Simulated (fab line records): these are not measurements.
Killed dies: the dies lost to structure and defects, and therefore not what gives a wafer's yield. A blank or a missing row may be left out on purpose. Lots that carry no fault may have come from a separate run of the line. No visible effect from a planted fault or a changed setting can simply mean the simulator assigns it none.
Comparing a struck lot with a sound one :: flow sky130 :: 19 out of 708 route steps
Sound: wafers L712.3, L712.5, L712.6. Struck: wafer L718.6. (L718.2, L718.4 of the same lot were not struck and are left out.) The cause comes at the end.
For every step that has rows: the tool of each side, followed by ch and its chambers, followed by its first start. Under that, the readings that differ: sound wafers :: struck wafers :: difference of the means :: sigmas: that difference in standard deviations of wafers without a fault.
alike: readings whose means differ by less than 2 such deviations, and words and numbers that are the same on both sides. not compared: withheld readings, readings that some wafer has no value for, bounds like >300 that may hide the same value, and numbers for which the record gives no deviation and whose values overlap.
The two part at a step that has a row with sigmas, a row that says differs or no value, or rows on one side only. Numbers that have no deviation but don't overlap get no sigmas and don't part them. A reading that every wafer of one side lacks parts them only if that side has two wafers or more.

SKY_FIELD_ISO_BOW_MEAS_00:
  sound on filmMetro-01 at day 1 15:02; struck on filmMetro-02 at day 2 21:01
  alike: INCOMING_BOW
then, 1 step without rows for these wafers: SKY_FIELD_ISO_OXIDATION_01 (stabilise 600 s, purge 300 s, target thk 12 nm).
SKY_FIELD_ISO_THK_MEAS_02:
  sound on filmMetro-04 at day 1 18:20; struck on filmMetro-02 at day 2 23:27
  alike: FIELD_ISO_OXIDATION_00_THK
then, 1 step without rows for these wafers: SKY_FIELD_ISO_CVD_03 (deposits Si3N4 from DCS/NH3, target thk 165 nm, time 2830 s).
SKY_FIELD_ISO_THK_MEAS_04:
  sound on filmMetro-02 at day 1 20:11; struck on filmMetro-01 at day 3 04:22
  alike: FIELD_ISO_CVD_03_THK
then, 3 steps without rows for these wafers: SKY_FIELD_ISO_DEHYDRATE_05 (time 60 s); SKY_FIELD_ISO_HMDS_06 (prime time 60 s); SKY_FIELD_ISO_COAT_07 (resist thk 60 nm).
SKY_FIELD_ISO_COAT_08: resist thk 450 nm.
  sound on lithoTrack-04 ch 0, day 2 02:00; struck on lithoTrack-01 ch 0, day 3 11:00
reading: model.KrF-thick_of_FIELD_ISO_COAT_08.thkNm (nm)
sound: 450.2 450.4 451.7
struck: 431.1
difference: -19.7
sigmas: 
  alike: chillPlateTempC
then, 4 steps without rows for these wafers: SKY_FIELD_ISO_SOFTBAKE_09 (time 90 s); SKY_FIELD_ISO_EXPOSE_10 (exposes mask FOM, target cd 150 nm); SKY_FIELD_ISO_PEB_11; SKY_FIELD_ISO_DEVELOP_12 (develop time 60 s).
SKY_FIELD_ISO_CD_MEAS_13 targets a cd of 150 nm.
  sound on cdSem-02 at day 2 10:28; struck on cdSem-01 at day 3 19:40
  alike: cdNm
SKY_FIELD_ISO_ETCH_14: etches BARC in N2/H2, stops on SiO2, time 45.9 s, target depth 60 nm.
  sound on rieDiel-04 ch 1,2, day 2 10:33; struck on rieDiel-03 ch 0, day 3 19:46
  alike: drypumpMotorCurrentA, n2FlowSccm, oesProductAu, throttleValvePct
  not compared: rfHoursCounterH
SKY_FIELD_ISO_ETCH_15: etches the open film in CHF3/O2, stops on Si, target depth 180 nm, time 72 s.
  sound on rieDiel-04 ch 1,2, day 2 10:36; struck on rieDiel-03 ch 0, day 3 19:48
reading: model.KrF-thick_of_FIELD_ISO_COAT_08.thkNm (nm)
sound: 237.5 237.8 236.9
struck: 217.5
difference: -19.9
sigmas: 
  alike: drypumpMotorCurrentA, oesProductAu, throttleValvePct
  not compared: rfHoursCounterH
SKY_FIELD_ISO_STRIP_16: strips in O2/N2.
  sound on plasmaAsher-04 ch 0,1, day 2 10:41; struck on plasmaAsher-04 ch 0, day 3 19:52
reading: stripTimeToEndpointS (s)
sound: 3.540 3.552 3.535
struck: 3.337
difference: -0.205
sigmas: -7
  alike: drypumpMotorCurrentA, n2FlowSccm, o2FlowSccm, oesProductAu
  not compared: rfHoursCounterH
SKY_FIELD_ISO_ETCH_17: etches Si in HBr/Cl2/O2, target depth 342 nm, time 97.7 s.
  sound on rieSi-02 ch 0,3, day 2 10:45; struck on rieSi-02 ch 1, day 3 19:58
  alike: drypumpMotorCurrentA, oesProductAu, throttleValvePct
  not compared: rfHoursCounterH
-- here the record skips 44 days between the struck wafers' starts before and after, leaving off in module FIELD_ISO and picking up in module PAD_OPEN (first step shown: number 708 of the route) --
SKY_PAD_OPEN_PROBE_99:
  sound on prober-02 at day 46 08:28; struck on prober-01 at day 47 08:51
  alike: killed_at_M0_to_M3, killed_at_M4_up, killedAtContacts, killedAtFrontEnd, killedAtOther, killedDies, killedOpen, killedShort

## WHERE THEY PART
Within this record, at SKY_FIELD_ISO_STRIP_16 only. Later steps at which nothing parts them and some readings are alike: SKY_FIELD_ISO_ETCH_17, SKY_PAD_OPEN_PROBE_99.

WHY: whatever the simulator had introduced
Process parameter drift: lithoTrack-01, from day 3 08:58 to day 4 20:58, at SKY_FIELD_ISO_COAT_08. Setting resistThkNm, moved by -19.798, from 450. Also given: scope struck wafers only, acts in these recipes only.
